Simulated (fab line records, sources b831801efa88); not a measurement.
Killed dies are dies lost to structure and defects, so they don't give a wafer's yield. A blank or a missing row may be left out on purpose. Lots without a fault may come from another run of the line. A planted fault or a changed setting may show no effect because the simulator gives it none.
A struck lot beside a sound one | flow sky130 | 23 steps out of a route of 708
Sound: wafers L869.1, L869.3, L869.6. Struck: wafers L857.2, L857.3, L857.5. The cause comes at the end.
At each step with rows: each side's tool, then ch and its chambers, then its first start. Under that, the readings that differ: sound wafers | struck wafers | difference of the means | sigmas: that difference in standard deviations of wafers without a fault.
alike: readings whose means differ by less than 2 such deviations, and words and numbers that are the same on both sides. not compared: withheld readings, readings that some wafer has no value for, bounds like >300 that may hide the same value, and numbers for which the record gives no deviation and whose values overlap.
The two part at a step that has a row with sigmas, a row that says differs or no value, or rows on one side only. Numbers that don't overlap but have no deviation are shown without sigmas and don't part them. A reading that every wafer of one side lacks parts them only if that side has two wafers or more.

first, 1 step without rows for these wafers: SKY_POLY_GATE_OXIDATION_20 (stabilise 600 s, purge 300 s, target thk 4 nm).
SKY_POLY_GATE_THK_MEAS_21:
  sound on film_metro-03, day 23 09:35; struck on film_metro-01, day 18 14:05
  alike: POLY_GATE_OXIDATION_THK
SKY_POLY_GATE_CD_MEAS_22:
  sound on cd_sem-01, day 23 09:39; struck on cd_sem-02, day 18 14:10
  alike: cd_nm
then, 7 steps without rows for these wafers: SKY_LDD_N_DEHYDRATE_00 (time 60 s); SKY_LDD_N_HMDS_01 (prime time 60 s); SKY_LDD_N_COAT_02 (resist thk 300 nm); SKY_LDD_N_SOFTBAKE_03 (time 60 s); SKY_LDD_N_EXPOSE_04 (exposes mask NTM, target cd 840 nm); SKY_LDD_N_PEB_05; SKY_LDD_N_DEVELOP_06 (develop time 60 s).
SKY_LDD_N_OVL_MEAS_07:
  sound on overlay-01, day 24 15:39; struck on overlay-01, day 19 19:35
  alike: LDD_N_OVL
then, 1 step without rows for these wafers: SKY_LDD_N_IMPLANT_08.
SKY_LDD_N_IMPLANT_09:
  sound on implanter-04 ch 0, day 24 15:50; struck on implanter-04 ch 0, day 19 20:06
  alike: beam_on_s, faraday_current_uA
then, 6 steps without rows for these wafers: SKY_LDD_N_IMPLANT_10; SKY_LDD_N_IMPLANT_11; SKY_LDD_N_IMPLANT_12; SKY_LDD_N_IMPLANT_13; SKY_LDD_N_IMPLANT_14; SKY_LDD_N_IMPLANT_15.
SKY_LDD_N_STRIP_16: strips in O2/N2.
  sound on plasma_asher-03 ch 0,1, day 24 16:53; struck on plasma_asher-03 ch 0,1, day 19 21:08
  reading                      | sound             | struck            | difference | sigmas
  strip_time_to_endpoint_s (s) | 4.312 4.292 4.303 | 4.518 4.522 4.508 | +0.214     | +15
  alike: drypump_motor_current_A, oes_product_au
  not compared: rf_hours_counter_h
SKY_LDD_N_TW_MEAS_17:
  sound on film_metro-01, day 24 16:59; struck on film_metro-02, day 19 21:14
  reading  | sound          | struck         | difference | sigmas
  LDD_N_TW | 2546 2560 2566 | 2638 2650 2643 | +86        | +4
then, 1 step without rows for these wafers: SKY_LDD_P_DEHYDRATE_00 (time 60 s).
-- the record jumps here: 27 days lie between the struck wafers' starts before and after (it left off in module LDD_P and takes up again in module PAD_OPEN, whose first step shown is number 708 of the route) --
SKY_PAD_OPEN_PROBE_99:
  sound on prober-01, day 49 20:19; struck on prober-01, day 46 17:26
  reading                                    | sound               | struck               | difference | sigmas
  killed_dies                                | 79 80 82            | 103 110 89           | +20        | +2
  model.etest.tip_n.rs_ohm_sq                | 437 439.6 439.8     | 395.7 395.4 394      | -43.8      |
  model.etest.nfet_01v8_swapped.vt_sat_v (V) | 0.645 0.6466 0.6478 | 0.6211 0.6186 0.6181 | -0.0272    |
  alike: killed_at_M0_to_M3, killed_at_M4_up, killed_at_contacts, killed_at_front_end, killed_at_other, killed_open, killed_short

WHERE THEY PART
First at SKY_LDD_N_STRIP_16; last, within this record, at SKY_PAD_OPEN_PROBE_99.

WHY: what the simulator had put in
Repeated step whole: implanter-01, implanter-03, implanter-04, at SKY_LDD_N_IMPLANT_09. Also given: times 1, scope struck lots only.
